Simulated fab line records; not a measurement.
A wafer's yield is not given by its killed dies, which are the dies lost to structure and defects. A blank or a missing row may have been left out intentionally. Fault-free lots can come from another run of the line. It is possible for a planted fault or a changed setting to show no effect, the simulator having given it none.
fab line records	flow sfqLine
[record] lots = 6	wafers = 18	lastDay = 92
route steps=325 shown M2@92 I2@103 M3@118
lots that met no fault: taken from a fault-free run of the same line
startH: the number of hours between the record's first day and the start of the first shown wafer of the lot	waitH: hours since the lot's step before	" as in the row above	L1.1+2: several wafers, shown together as one row	- either no value or no given start	* or withheld: withheld	< > ~ a bound
route shown NAME@n: names a module that has steps shown in the file, with the first one's number in the route	usual: mean and standard deviation over wafers with no fault	same: alike in all rows	chamber/n: place in a boat	sites: per-site readings	_std_site: standard deviation across them	_edge_site: inner sites' mean taken away from outer sites' mean	radiusMm: how far each site lies from the wafer's centre	mask NAME#n: copy n	behind: the last tool/chamber to shape the wafer	hold: why the lot was held/for how many hours/how that ended	device: names the non-switching transistor (n, p or np)	end of line: the route-end tests of the same wafers	step lacking rows: just its recipe	killed: dies that structure and defects cost at the first sort, which is not the same as the wafer's yield	map: a wafer's dies, marking killed ones x, the rest . and places with no die _
set.NAME: setting as actually run; set.NAME@STEP: the setting as run at that earlier step	model.NAME: the simulator's own value behind a step, which no gauge read
a table for each step, a row for each wafer; lots at some steps of the route
services: a tool's chamber out of use, with start hour (startH, from the record's first day; less than 0 if before it), hours out, and reason
[[steps]]
[step SFQ_TRILAYER_M2_LITHO_COAT_062]
[recipe] resist = BARC	spinRpm = 3000	resistThkNm = 62
[step SFQ_TRILAYER_M2_LITHO_COAT_057]
[recipe] resist = KrF	spinRpm = 3000	resistThkNm = 600
[step SFQ_TRILAYER_M2_LITHO_SOFTBAKE_061]
[recipe] tempC = withheld	timeS = withheld	resist = KrF
[step SFQ_TRILAYER_M2_LITHO_EXPOSE_058]
[recipe] maskId = M2	na = 0.6	sourceShape = conventional	sigmaOuter = 0.65	targetCdNm = 500	doseMj = 14.4
[step SFQ_TRILAYER_M2_LITHO_PEB_060]
[recipe] pebTempC = 115	pebTimeS = 60	resist = KrF
[step SFQ_TRILAYER_M2_LITHO_DEVELOP_059]
[recipe] timeS = 60	resist = KrF
[step SFQ_M2_OVL_MEAS_916]
[usual] M2_OVL = -2/5.8
lot.wafer	tool	chamber	startH	waitH	M2_OVL[nm]
L974.1	overlay-01	-	942.79	0.1	1
L974.2	"	-	"	"	4
L974.4	"	-	"	"	5
L977.3	overlay-02	-	986.21	0.1	-13
L977.5	"	-	"	"	-15
L977.6	"	-	"	"	-13
L978.2	overlay-01	-	997.49	0.1	2
L978.3	"	-	"	"	-6
L978.5	"	-	"	"	0
L985.1	overlay-01	-	1051.61	0.1	-7
L985.4	"	-	"	"	-1
L985.6	"	-	"	"	2
L987.2	overlay-01	-	1076.10	0.1	-2
L987.3	"	-	"	"	1
L987.5	"	-	"	"	-1
L990.2	overlay-02	-	1095.30	0.1	-6
L990.4	"	-	"	"	-7
L990.6	"	-	"	"	-6
[step SFQ_TRILAYER_M2_BARC_OPEN_METAL_ETCH_077]
[recipe] maskMaterial = PR	chemistry = O2	targetDepthNm = 125	target = BARC	icpW = 600	biasW = 80	pressureMtorr = 10	timeS = 41.7
[usual] drypumpMotorCurrentA = 5.54/0.23	oesProductAu = 0.685/0.0043
lot.wafer	tool	chamber	startH	waitH	drypumpMotorCurrentA	oesProductAu	rfHoursCounterH
L974.1	rieMetal-03	0	942.83	0.0	5.59	0.682	47
L974.2	"	1	"	"	5.33	0.684	63
L974.4	"	0	"	"	5.58	0.688	-
L977.3	rieMetal-03	1	986.25	0.0	5.32	0.676	-
L977.5	"	0	"	"	5.56	0.682	-
L977.6	"	1	"	"	5.29	0.686	-
L978.2	rieMetal-01	1	997.52	0.0	5.72	0.684	101
L978.3	"	1	"	"	5.71	0.681	-
L978.5	"	0	"	"	5.84	0.683	-
L985.1	rieMetal-04	0	1051.64	0.0	5.17	0.685	97
L985.4	"	1	"	"	5.32	0.688	-
L985.6	"	1	"	"	5.35	0.690	-
L987.2	rieMetal-03	0	1076.13	0.0	5.58	0.680	63
L987.3	"	1	"	"	5.34	0.681	-
L987.5	"	1	"	"	5.35	0.680	-
L990.2	rieMetal-03	0	1095.33	0.0	5.60	0.688	65
L990.4	"	0	"	"	5.55	0.684	-
L990.6	"	1	"	"	5.36	0.687	-
[step SFQ_TRILAYER_M2_ETCH_METAL_ETCH_060]
[recipe] target = Nb	stopOn = SiO2	maskMaterial = PR	chemistry = Cl2/Ar	targetDepthNm = 240	icpW = 600	biasW = 80	pressureMtorr = 10	timeS = 120
[usual] drypumpMotorCurrentA = 5.54/0.23	oesProductAu = 0.892/0.0067
lot.wafer	tool	chamber	startH	waitH	drypumpMotorCurrentA	oesProductAu	rfHoursCounterH
L974.1	rieMetal-03	0	942.89	0.0	5.59	0.885	47
L974.2	"	1	"	"	5.34	0.889	63
L974.4	"	0	"	"	5.55	0.895	-
L977.3	rieMetal-03	1	986.33	0.1	5.30	0.893	-
L977.5	"	0	"	"	5.55	0.899	-
L977.6	"	1	"	"	5.34	0.894	-
L978.2	rieMetal-01	1	997.58	0.0	5.74	0.885	101
L978.3	"	1	"	"	5.73	0.889	-
L978.5	"	0	"	"	5.82	0.895	-
L985.1	rieMetal-04	0	1051.70	0.0	5.17	0.890	97
L985.4	"	1	"	"	5.37	0.890	-
L985.6	"	1	"	"	5.36	0.894	-
L987.2	rieMetal-03	0	1076.19	0.0	5.62	0.900	63
L987.3	"	1	"	"	5.32	0.902	-
L987.5	"	1	"	"	5.32	0.889	-
L990.2	rieMetal-03	0	1095.39	0.0	5.62	0.893	65
L990.4	"	0	"	"	5.64	0.878	-
L990.6	"	1	"	"	5.32	0.888	-
[step SFQ_TRILAYER_M2_STRIP_STRIP_061]
[recipe] gas = O2	powerW = 200	platenTempC = 40	overashFraction = 0.65	chemistry = O2	pressureMtorr = 50
[usual] drypumpMotorCurrentA = 5.54/0.23	oesProductAu = 1.000/0.0065
lot.wafer	tool	chamber	startH	waitH	drypumpMotorCurrentA	oesProductAu	rfHoursCounterH
L974.1	rieMetal-03	0	943.01	0.1	5.57	0.999	47
L974.2	"	1	"	"	5.32	0.994	64
L974.4	"	0	"	"	5.65	0.996	-
L977.3	rieMetal-03	1	986.62	0.2	5.29	1.001	-
L977.5	"	0	"	"	5.60	0.997	-
L977.6	"	1	"	"	5.31	1.001	-
L978.2	rieMetal-01	1	997.70	0.1	5.69	0.990	101
L978.3	"	1	"	"	5.71	0.991	-
L978.5	"	0	"	"	5.83	1.010	-
L985.1	rieMetal-04	0	1051.83	0.1	5.16	1.002	97
L985.4	"	1	"	"	5.31	0.993	-
L985.6	"	1	"	"	5.32	0.989	-
L987.2	rieMetal-03	0	1076.32	0.1	5.61	0.998	63
L987.3	"	1	"	"	5.33	0.993	-
L987.5	"	1	"	"	5.34	1.006	-
L990.2	rieMetal-03	0	1095.52	0.1	5.58	0.988	65
L990.4	"	0	"	"	5.58	0.999	-
L990.6	"	1	"	"	5.31	1.003	-
[step SFQ_TRILAYER_M2_STRIP_SOLV_CLEAN_062]
[recipe] chemistry = NMP	tempC = 70	timeS = 600
[step SFQ_TRILAYER_I2_DEP_PECVD_063]
[recipe] material = SiO2	tempC = 150	timeS = 111.11	pressureTorr = 2.4	rfW = 183.3	precursor = SiH4/N2O	targetThkNm = 500
[usual] chamberPressureTorr = 2.400/0.0056	heaterPowerW = 90/13	throttleValvePct = 24.0/1.2
lot.wafer	tool	chamber	startH	waitH	chamberPressureTorr	heaterPowerW	throttleValvePct
L974.1	pecvd-04	1	943.79	0.0	2.402	92	24.6
L974.2	"	2	"	"	2.398	100	24.1
L974.4	"	1	"	"	2.404	97	24.3
L977.3	pecvd-02	0	987.19	0.0	2.409	85	22.9
L977.5	"	2	"	"	2.408	87	24.2
L977.6	"	1	"	"	2.401	88	23.8
L978.2	pecvd-02	2	998.48	0.0	2.401	87	24.5
L978.3	"	0	"	"	2.407	88	22.8
L978.5	"	2	"	"	2.403	90	24.4
L985.1	pecvd-04	1	1052.60	0.0	2.403	88	24.8
L985.4	"	1	"	"	2.413	94	24.8
L985.6	"	0	"	"	2.403	71	25.0
L987.2	pecvd-04	1	1077.09	0.0	2.402	98	25.0
L987.3	"	2	"	"	2.402	101	24.9
L987.5	"	0	"	"	2.401	79	25.2
L990.2	pecvd-02	0	1096.29	0.0	2.391	84	23.1
L990.4	"	0	"	"	2.394	85	23.1
L990.6	"	1	"	"	2.401	95	23.7
[step SFQ_TRILAYER_I2_CMP_CMP_064]
[recipe] material = SiO2	downForcePsi = 3	platenRpm = 60	padVelocityMS = 0.94248
[usual] motorCurrentA = 10.8/0.7	platenRpm = 60.00/0.039	timeToEndpointS = 217/7.5
lot.wafer	tool	chamber	startH	waitH	motorCurrentA	platenRpm	timeToEndpointS	model.SiO2_of_TRILAYER_I2_DEP_PECVD_063.thkNm
L974.4	cmp-02	1	944.48	0.6	10.7	60.00	225	202.6
L974.2	"	2	"	"	10.8	60.00	214	201.9
L974.1	"	3	"	"	11.1	59.94	220	202.7
L977.3	cmp-02	3	989.97	2.7	11.1	59.99	218	200.3
L977.6	"	3	991.97	4.7	10.9	60.00	223	199.9
L977.5	"	0	"	"	11.4	59.96	205	220.8
L978.2	cmp-02	0	999.06	0.5	11.5	60.00	205	219.9
L978.3	"	2	1000.06	1.5	9.9	60.06	215	200.3
L978.5	"	0	1001.06	2.5	11.2	60.00	206	218.9
L985.1	cmp-01	1	1052.68	0.0	9.4	59.96	208	200.6
L985.4	"	0	1054.18	1.5	11.3	59.92	215	201.5
L985.6	"	1	"	"	8.9	60.03	211	200.6
L987.2	cmp-01	3	1077.67	0.5	10.5	60.06	209	199.4
L987.3	"	0	"	"	11.6	60.00	203	199.3
L987.5	"	3	1079.67	2.5	10.0	59.98	213	199.6
L990.2	cmp-02	3	1096.91	0.6	10.5	59.92	214	200.5
L990.4	"	1	1097.91	1.5	11.1	60.02	217	200.7
L990.6	"	3	1098.91	2.5	11.2	60.07	224	201
[step SFQ_I2_BOW_MEAS_917]
[recipe] mode = bow
[usual] I2_BOW = 1/9
lot.wafer	tool	chamber	startH	waitH	I2_BOW[um]
L974.1	filmMetro-01	-	947.48	1.5	-2
L974.2	"	-	"	"	-3
L974.4	"	-	"	"	6
L977.3	filmMetro-01	-	993.01	2.5	-17
L977.5	"	-	"	"	-6
L977.6	"	-	"	"	-5
L978.2	filmMetro-04	-	1001.58	2.0	13
L978.3	"	-	"	"	-1
L978.5	"	-	"	"	0
L985.1	filmMetro-01	-	1055.68	2.5	4
L985.4	"	-	"	"	5
L985.6	"	-	"	"	1
L987.2	filmMetro-04	-	1080.19	2.0	-7
L987.3	"	-	"	"	-7
L987.5	"	-	"	"	6
L990.2	filmMetro-01	-	1099.43	2.0	-2
L990.4	"	-	"	"	2
L990.6	"	-	"	"	-6
[step SFQ_TRILAYER_I2_METRO_MEASURE_065]
[usual] thkNm = 200.4/0.89
lot.wafer	tool	chamber	startH	waitH	thkNm
L974.1	filmMetro-01	-	947.60	0.1	202.8
L974.2	"	-	"	"	201.9
L974.4	"	-	"	"	202.6
L977.3	filmMetro-01	-	993.49	0.5	200.3
L977.5	"	-	"	"	221.0
L977.6	"	-	"	"	199.8
L978.2	filmMetro-04	-	1001.88	0.3	220.0
L978.3	"	-	"	"	200.3
L978.5	"	-	"	"	219.0
L985.1	filmMetro-01	-	1055.80	0.1	200.5
L985.4	"	-	"	"	201.4
L985.6	"	-	"	"	200.5
L987.2	filmMetro-04	-	1080.49	0.3	199.7
L987.3	"	-	"	"	199.3
L987.5	"	-	"	"	199.5
L990.2	filmMetro-01	-	1099.73	0.3	200.5
L990.4	"	-	"	"	200.8
L990.6	"	-	"	"	201.0
[step SFQ_TRILAYER_I2_VIA_LITHO_COAT_072]
[recipe] resist = BARC	spinRpm = 3000	resistThkNm = 62
[step SFQ_TRILAYER_I2_VIA_LITHO_COAT_067]
[recipe] resist = KrF	spinRpm = 3000	resistThkNm = 650
[step SFQ_TRILAYER_I2_VIA_LITHO_SOFTBAKE_071]
[recipe] tempC = withheld	timeS = withheld	resist = KrF
[step SFQ_TRILAYER_I2_VIA_LITHO_EXPOSE_068]
[recipe] maskId = I2	na = 0.6	sourceShape = conventional	sigmaOuter = 0.65	targetCdNm = 500	doseMj = 21.3
[step SFQ_TRILAYER_I2_VIA_LITHO_PEB_070]
[recipe] pebTempC = 115	pebTimeS = 60	resist = KrF
[step SFQ_TRILAYER_I2_VIA_LITHO_DEVELOP_069]
[recipe] timeS = 60	resist = KrF
[step SFQ_I2_OVL_MEAS_918]
[usual] I2_OVL = -4/5.9
lot.wafer	tool	chamber	startH	waitH	I2_OVL[nm]
L974.1	overlay-01	-	951.11	0.1	0
L974.2	"	-	"	"	-1
L974.4	"	-	"	"	-5
L977.3	overlay-02	-	998.64	0.1	-12
L977.5	"	-	"	"	-7
L977.6	"	-	"	"	3
L978.2	overlay-01	-	1005.13	0.1	-11
L978.3	"	-	"	"	-3
L978.5	"	-	"	"	-7
L985.1	overlay-01	-	1059.25	0.1	-16
L985.4	"	-	"	"	-12
L985.6	"	-	"	"	-15
L987.2	overlay-01	-	1095.94	0.1	0
L987.3	"	-	"	"	-4
L987.5	"	-	"	"	-2
L990.2	overlay-01	-	1107.49	0.1	1
L990.4	"	-	"	"	3
L990.6	"	-	"	"	2
[step SFQ_TRILAYER_I2_VIA_BARC_OPEN_VIA_ETCH_096]
[recipe] maskMaterial = PR	chemistry = O2	targetDepthNm = 125	target = BARC	sourceW = 500	biasW = 80	pressureMtorr = 30	timeS = 41.7
[usual] drypumpMotorCurrentA = 5.9/0.45	oesProductAu = 0.685/0.0045
lot.wafer	tool	chamber	startH	waitH	drypumpMotorCurrentA	oesProductAu	rfHoursCounterH
L974.1	rieDiel-01	2	951.14	0.0	5.9	0.683	11
L974.2	"	0	"	"	5.6	0.689	5
L974.4	"	1	"	"	6.7	0.682	8
L977.3	rieDiel-04	1	998.66	0.0	6.0	0.685	5
L977.5	"	3	"	"	6.1	0.686	-
L977.6	"	2	"	"	5.1	0.680	-
L978.2	rieDiel-01	3	1005.16	0.0	6.3	0.681	9
L978.3	"	1	"	"	6.7	0.684	9
L978.5	"	0	"	"	5.6	0.683	-
L985.1	rieDiel-01	1	1059.29	0.0	6.7	0.693	10
L985.4	"	2	"	"	5.9	0.682	13
L985.6	"	3	"	"	6.3	0.679	-
L987.2	rieDiel-04	0	1095.97	0.0	5.8	0.682	10
L987.3	"	2	"	"	5.1	0.688	17
L987.5	"	0	"	"	5.8	0.680	-
L990.2	rieDiel-04	0	1107.52	0.0	5.8	0.683	10
L990.4	"	2	"	"	5.1	0.683	17
L990.6	"	0	"	"	5.8	0.688	-
[step SFQ_TRILAYER_I2_VIA_ETCH_VIA_ETCH_070]
[recipe] target = SiO2	stopOn = Nb	maskMaterial = PR	taperDeg = 20	chemistry = CHF3	targetDepthNm = 260	sourceW = 500	biasW = 80	pressureMtorr = 30	timeS = withheld
[usual] drypumpMotorCurrentA = 5.9/0.45	oesProductAu = 0.855/0.0047
lot.wafer	tool	chamber	startH	waitH	drypumpMotorCurrentA	oesProductAu	model.I2.featureDepthNm	model.etch.depthNm
L974.1	rieDiel-01	2	951.18	0.0	5.9	0.863	202.7	202.7
L974.2	"	0	"	"	5.6	0.859	201.9	201.9
L974.4	"	1	"	"	6.7	0.859	202.6	202.6
L977.3	rieDiel-04	1	998.70	0.0	6.0	0.861	200.3	200.3
L977.5	"	3	"	"	6.1	0.905	220.8	220.8
L977.6	"	2	"	"	5.1	0.864	199.9	199.9
L978.2	rieDiel-01	3	1005.20	0.0	6.4	0.896	219.9	219.9
L978.3	"	1	"	"	6.7	0.852	200.3	200.3
L978.5	"	0	"	"	5.6	0.897	218.9	218.9
L985.1	rieDiel-01	1	1059.33	0.0	6.7	0.857	200.6	200.6
L985.4	"	2	"	"	5.9	0.859	201.5	201.5
L985.6	"	3	"	"	6.4	0.860	200.6	200.6
L987.2	rieDiel-04	0	1096.01	0.0	5.8	0.850	199.4	199.4
L987.3	"	2	"	"	5.1	0.860	199.3	199.3
L987.5	"	0	"	"	5.8	0.859	199.6	199.6
L990.2	rieDiel-04	0	1107.56	0.0	5.8	0.858	200.5	200.5
L990.4	"	2	"	"	5.1	0.852	200.7	200.7
L990.6	"	0	"	"	5.7	0.854	201	201
[step SFQ_TRILAYER_I2_VIA_STRIP_STRIP_071]
[recipe] gas = O2	powerW = 200	platenTempC = 40	overashFraction = 0.65	chemistry = O2	pressureMtorr = 50
[step SFQ_TRILAYER_I2_VIA_STRIP_SOLV_CLEAN_072]
[recipe] chemistry = NMP	tempC = 70	timeS = 600
[step SFQ_TRILAYER_M3_DEP_PRE_CLEAN_074]
[recipe] gas = Ar	timeS = 22.5	biasV = 250
lot.wafer	tool	chamber	startH	waitH	model.SiO2_of_TRILAYER_I2_DEP_PECVD_063.thkNm
L974.1	pvdSputter-04	-	952.07	0.0	195.2
L974.2	"	-	"	"	194.4
L974.4	"	-	"	"	195.1
L977.3	pvdSputter-05	-	999.59	0.0	192.8
L977.5	"	-	"	"	213.3
L977.6	"	-	"	"	192.4
L978.2	pvdSputter-04	-	1006.09	0.0	212.4
L978.3	"	-	"	"	192.8
L978.5	"	-	"	"	211.4
L985.1+6	pvdSputter-04	-	1060.21	0.0	193.1
L985.4	"	-	"	"	194
L987.2	pvdSputter-03	-	1096.89	0.0	191.9
L987.3	"	-	"	"	191.8
L987.5	"	-	"	"	192.1
L990.2	pvdSputter-03	-	1108.44	0.0	193
L990.4	"	-	"	"	193.2
L990.6	"	-	"	"	193.5
[step SFQ_TRILAYER_M3_DEP_SPUTTER_073]
[recipe] material = Nb	basePressurePa = 1.33e-06	chamberPressurePa = 0.1333	substrateTempC = 20	resputterCathodeVoltageV = 400	targetThkNm = 200	powerW = 2000	timeS = 133.3
[[services]]
tool	chamber	startH	hours	kind
rieDiel-04	3	919.52	3.3	repair
rieDiel-01	1	919.70	11.4	repair
rieDiel-04	-	926.76	0.6	repair
cmp-02	-	928.33	0.3	repair
pvdSputter-04	-	929.83	7.5	repair
rieDiel-04	1	939.19	7.1	repair
rieMetal-04	-	945.19	0.2	repair
cmp-02	-	949.88	5.4	pm
cmp-02	-	961.81	15.5	pm
filmMetro-01	-	974.18	10.6	repair
cmp-02	-	977.30	6.7	pm
rieMetal-03	-	982.92	0.6	repair
rieDiel-04	0	997.56	9.6	repair
filmMetro-01	-	999.17	1.9	pm
rieMetal-03	0	1014.13	8.9	repair
rieDiel-04	-	1047.65	15.6	pm
rieMetal-04	0	1058.15	8.0	repair
filmMetro-01	-	1064.48	0.5	pm
filmMetro-01	-	1076.70	1.5	pm
rieDiel-04	-	1078.26	0.4	repair
rieDiel-01	-	1078.51	0.2	repair
cmp-02	-	1088.57	4.0	pm
pecvd-02	2	1092.18	4.7	repair
rieDiel-04	0	1104.06	3.3	repair
[[key]]
[firstSign] step = SFQ_TRILAYER_I2_METRO_MEASURE_065	reading = thkNm	direction = up	sigmas = 22	usual = 200.4	struck = 220.0
[effect] step = SFQ_TRILAYER_I2_VIA_ETCH_VIA_ETCH_070	reading = oesProductAu	direction = up	sigmas = 9.4	usual = 0.855	struck = 0.899
[modelEffect] step = SFQ_TRILAYER_I2_CMP_CMP_064	value = SiO2_of_TRILAYER_I2_DEP_PECVD_063.thkNm	without = 199.9	struck = 219.9
[modelEffect] step = SFQ_TRILAYER_I2_VIA_ETCH_VIA_ETCH_070	value = I2.featureDepthNm	without = 199.9	struck = 219.9
[modelEffect] step = SFQ_TRILAYER_M3_DEP_PRE_CLEAN_074	value = SiO2_of_TRILAYER_I2_DEP_PECVD_063.thkNm	without = 192.4	struck = 212.4
metAt SFQ_TRILAYER_I2_CMP_CMP_064
struckWafers L977.5,L978.2,L978.5
[fault] kind = processParameterDrift	tool = cmp-02	chamber = 0	onsetH = 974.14	steps = SFQ_TRILAYER_I2_CMP_CMP_064	channel = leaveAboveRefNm	offset = 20	shape = step	endH = 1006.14	actsIn = theseRecipesOnly	stated = 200
